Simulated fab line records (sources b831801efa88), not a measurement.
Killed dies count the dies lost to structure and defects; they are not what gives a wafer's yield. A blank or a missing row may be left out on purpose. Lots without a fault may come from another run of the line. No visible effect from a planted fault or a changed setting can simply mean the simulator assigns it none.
A lot that was struck, set against a sound lot || flow sky130 || 26 out of 708 route steps
Sound: wafers L224.1, L224.3, L224.4. Wafers L229.2, L229.3, L229.4 were the ones struck. Last of all comes the cause.
At each step with rows: each side's tool, then ch and its chambers, then its first start. Under that, the readings that differ: sound wafers || struck wafers || difference of the means || sigmas: that difference in standard deviations of wafers without a fault.
alike: readings whose means differ by less than 2 such deviations, and words and numbers that are the same on both sides. not compared: withheld readings, readings that some wafer has no value for, bounds like >300 that may hide the same value, and numbers for which the record gives no deviation and whose values overlap.
A row with sigmas, a row that says differs or no value, or rows on one side alone: a step with any of these is where the two part. Numbers that have no deviation but don't overlap get no sigmas and don't part them. Lack of a reading on every wafer of one side parts them only where that side has two or more wafers.

SKY_VT_ADJUST_NCORE_STRIP_10: strips in O2/N2.
  sound on plasma-asher-01 ch 0,1, day 9 13:11; struck on plasma-asher-01 ch 0,1, day 10 23:14
  alike: chamber-pressure-mTorr, drypump-motor-current-A, n2-flow-sccm, oes-product-au, strip-time-to-endpoint-s
  not compared: rf-hours-counter-h
SKY_VT_ADJUST_NCORE_TW_MEAS_11:
  sound on film-metro-02 at day 9 13:17; struck on film-metro-02 at day 10 23:20
  alike: VT_ADJUST_NCORE_TW
then, 7 steps without rows for these wafers: SKY_VT_ADJUST_HVTR_DEHYDRATE_00 (time 60 s); SKY_VT_ADJUST_HVTR_HMDS_01 (prime time 60 s); SKY_VT_ADJUST_HVTR_COAT_02 (resist thk 1140 nm); SKY_VT_ADJUST_HVTR_SOFTBAKE_03 (time 60 s); SKY_VT_ADJUST_HVTR_EXPOSE_04 (exposes mask HVTRM, target cd 380 nm); SKY_VT_ADJUST_HVTR_PEB_05; SKY_VT_ADJUST_HVTR_DEVELOP_06 (develop time 60 s).
SKY_VT_ADJUST_HVTR_CD_MEAS_07: the cd target is 380 nm.
  sound on cd-sem-01 at day 10 11:01; struck on cd-sem-01 at day 11 23:13
  alike: cd-nm
SKY_VT_ADJUST_HVTR_OVL_MEAS_08:
  sound on overlay-02 at day 10 11:08; struck on overlay-02 at day 11 23:19
  alike: VT_ADJUST_HVTR_OVL
then, 1 step without rows for these wafers: SKY_VT_ADJUST_HVTR_IMPLANT_09.
SKY_VT_ADJUST_HVTR_STRIP_10: strips in O2/N2.
  sound on plasma-asher-04 ch 0,1, day 10 11:20; struck on plasma-asher-04 ch 0,1, day 11 23:30
  no value came back on the struck wafers for any of 6 readings (chamber-pressure-mTorr (mTorr), drypump-motor-current-A (A) and others); on the sound wafers chamber-pressure-mTorr (mTorr) reads 1500.3 1500.2 1499.7
{"reading": "model.NOVOLAK_of_VT_ADJUST_HVTR_COAT_02.thk-nm (nm)", "sound": "0 0 0", "struck": "1136 1139 1140", "difference": "+1138", "sigmas": ""}
  not compared: rf-hours-counter-h
SKY_VT_ADJUST_HVTR_TW_MEAS_11:
  sound on film-metro-03 at day 10 11:26; struck on film-metro-03 at day 11 23:37
  alike: VT_ADJUST_HVTR_TW
then, 7 steps without rows for these wafers: SKY_VT_ADJUST_PCH_DEHYDRATE_00 (time 60 s); SKY_VT_ADJUST_PCH_HMDS_01 (prime time 60 s); SKY_VT_ADJUST_PCH_COAT_02 (resist thk 3000 nm); SKY_VT_ADJUST_PCH_SOFTBAKE_03; SKY_VT_ADJUST_PCH_EXPOSE_04 (exposes mask NWM, target cd 840 nm); SKY_VT_ADJUST_PCH_PEB_05; SKY_VT_ADJUST_PCH_DEVELOP_06 (develop time 60 s).
SKY_VT_ADJUST_PCH_OVL_MEAS_07:
  sound on overlay-01 at day 11 10:38; struck on overlay-02 at day 13 00:41
{"reading": "VT_ADJUST_PCH_OVL (nm)", "sound": "-4.0 -3.7 -3.0", "struck": "2.0 0.9 0.3", "difference": "+4.6", "sigmas": "+3"}
then, 1 step without rows for these wafers: SKY_VT_ADJUST_PCH_IMPLANT_08.
SKY_VT_ADJUST_PCH_STRIP_09: strips in O2/N2.
  sound on plasma-asher-01 ch 0,1, day 11 10:49; struck on plasma-asher-02 ch 0,1, day 13 00:52
{"reading": "oes-product-au (a.u.)", "sound": "0.726 0.716 0.717", "struck": "0.739 0.728 0.724", "difference": "+0.011", "sigmas": "+3"}
{"reading": "strip-time-to-endpoint-s (s)", "sound": "36.80 36.93 36.91", "struck": "53.55 53.56 53.65", "difference": "+16.71", "sigmas": "+99 or more"}
  alike: chamber-pressure-mTorr, drypump-motor-current-A, n2-flow-sccm
  not compared: rf-hours-counter-h
SKY_VT_ADJUST_PCH_TW_MEAS_10:
  sound on film-metro-03 at day 11 10:55; struck on film-metro-01 at day 13 00:58
{"reading": "VT_ADJUST_PCH_TW", "sound": "142.9 142.7 142.7", "struck": "30.3 30.2 30.2", "difference": -112.5, "sigmas": "-99 or more"}
then, 1 step without rows for these wafers: SKY_SONOS_TUNNEL_DEHYDRATE_00 (time 60 s).

== WHERE THEY PART ==
Earliest at SKY_VT_ADJUST_HVTR_STRIP_10; latest, in this record, at SKY_VT_ADJUST_PCH_TW_MEAS_10.

WHY: the cause the simulator had injected
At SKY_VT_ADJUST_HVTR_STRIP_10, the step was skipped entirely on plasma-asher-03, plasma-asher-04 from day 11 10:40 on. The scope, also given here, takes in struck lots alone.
